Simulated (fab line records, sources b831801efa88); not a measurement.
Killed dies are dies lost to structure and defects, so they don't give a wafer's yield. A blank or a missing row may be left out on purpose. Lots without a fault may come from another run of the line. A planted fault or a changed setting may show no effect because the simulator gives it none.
Chamber matching | flow gf180mcu | GF_CONTACT_CMP_27 on cmp-02: 4 sister chambers
The step polishes, stops on SiO2, t overpolish 15 s, target thk 0 nm. 20 wafers are shown with their chamber, then 10 later ones without.

WAFERS WITH THEIR CHAMBER
wafer  | chamber | motor_current_A (A) | time_to_endpoint_s (s) | overpolish_run_s (s)
L566.4 | 2       | 12.7                | 79                     | 15.005
L566.5 | 3       | 10.6                | 75                     | 15.005
L566.6 | 2       | 12.2                | 77                     | 15.013
L568.1 | 0       | 9.9                 | 74                     | 14.995
L568.2 | 3       | 10.2                | 77                     | 15.012
L568.4 | 2       | 12.2                | 82                     | 15.004
L570.1 | 2       | 12.2                | 79                     | 15.000
L570.3 | 3       | 10.3                | 75                     | 15.005
L570.6 | 2       | 12.3                | 72                     | 15.026
L571.1 | 3       | 10.0                | 79                     | 15.009
L571.4 | 1       | 10.1                | 71                     | 15.013
L571.6 | 0       | 10.3                | 70                     | 14.995
L575.1 | 0       | 10.8                | 75                     | 14.994
L575.4 | 1       | 10.3                | 74                     | 15.003
L575.6 | 2       | 11.8                | 79                     | 14.986
L574.2 | 2       | 12.6                | 76                     | 14.992
L574.3 | 3       | 10.9                | 74                     | 15.002
L574.5 | 3       | 10.4                | 73                     | 15.006
L577.1 | 2       | 12.2                | 79                     | 15.006
L577.3 | 0       | 10.0                | 74                     | 14.998

SIGNATURES (means of the wafers above)
reading            | chamber 0 | chamber 1 | chamber 2 | chamber 3 | scatter within a chamber
motor_current_A    | 10.250    | 10.200    | 12.275    | 10.400    | 0.311
time_to_endpoint_s | 73.25     | 72.50     | 77.88     | 75.50     | 2.54
overpolish_run_s   | 14.99550  | 15.00800  | 15.00400  | 15.00650  | 0.00857
Rule: a wafer's distance from a chamber is the root of the sum, over the readings, of the square of ((its reading less the chamber's mean) divided by the reading's scatter). The wafer belongs to the nearest chamber; if the next one is less than 2 further off, it can't be placed. The scatter: the root of (the sum of the squares of (reading less its chamber's mean) over the shown wafers, divided by (wafers less chambers)).

WAFERS WITHOUT THEIR CHAMBER
wafer  | motor_current_A (A) | time_to_endpoint_s (s) | overpolish_run_s (s)
L577.6 | 12.7                | 78                     | 14.991
L578.1 | 9.8                 | 73                     | 14.999
L578.2 | 12.1                | 74                     | 15.008
L578.6 | 11.0                | 70                     | 15.001
L579.1 | 10.4                | 69                     | 14.987
L579.5 | 10.1                | 67                     | 14.990
L579.6 | 10.4                | 73                     | 14.989
L582.1 | 12.2                | 81                     | 14.996
L582.5 | 10.3                | 68                     | 15.005
L582.6 | 10.2                | 76                     | 15.000

WHICH CHAMBER EACH WENT THROUGH
wafer  | from the rows above          | in truth
L577.6 | 2                            | 2
L578.1 | can't be placed: 0 or 1 or 3 | 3
L578.2 | 2                            | 2
L578.6 | can't be placed: 0 or 1 or 3 | 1
L579.1 | can't be placed: 0 or 1 or 3 | 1
L579.5 | can't be placed: 0 or 1 or 3 | 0
L579.6 | can't be placed: 0 or 3 or 1 | 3
L582.1 | 2                            | 2
L582.5 | can't be placed: 1 or 0 or 3 | 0
L582.6 | can't be placed: 3 or 0 or 1 | 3
Placed correctly: 3 of 10. Can't be placed from these rows: 7 (the true chamber is among the candidates in 7). Placed wrongly: 0.
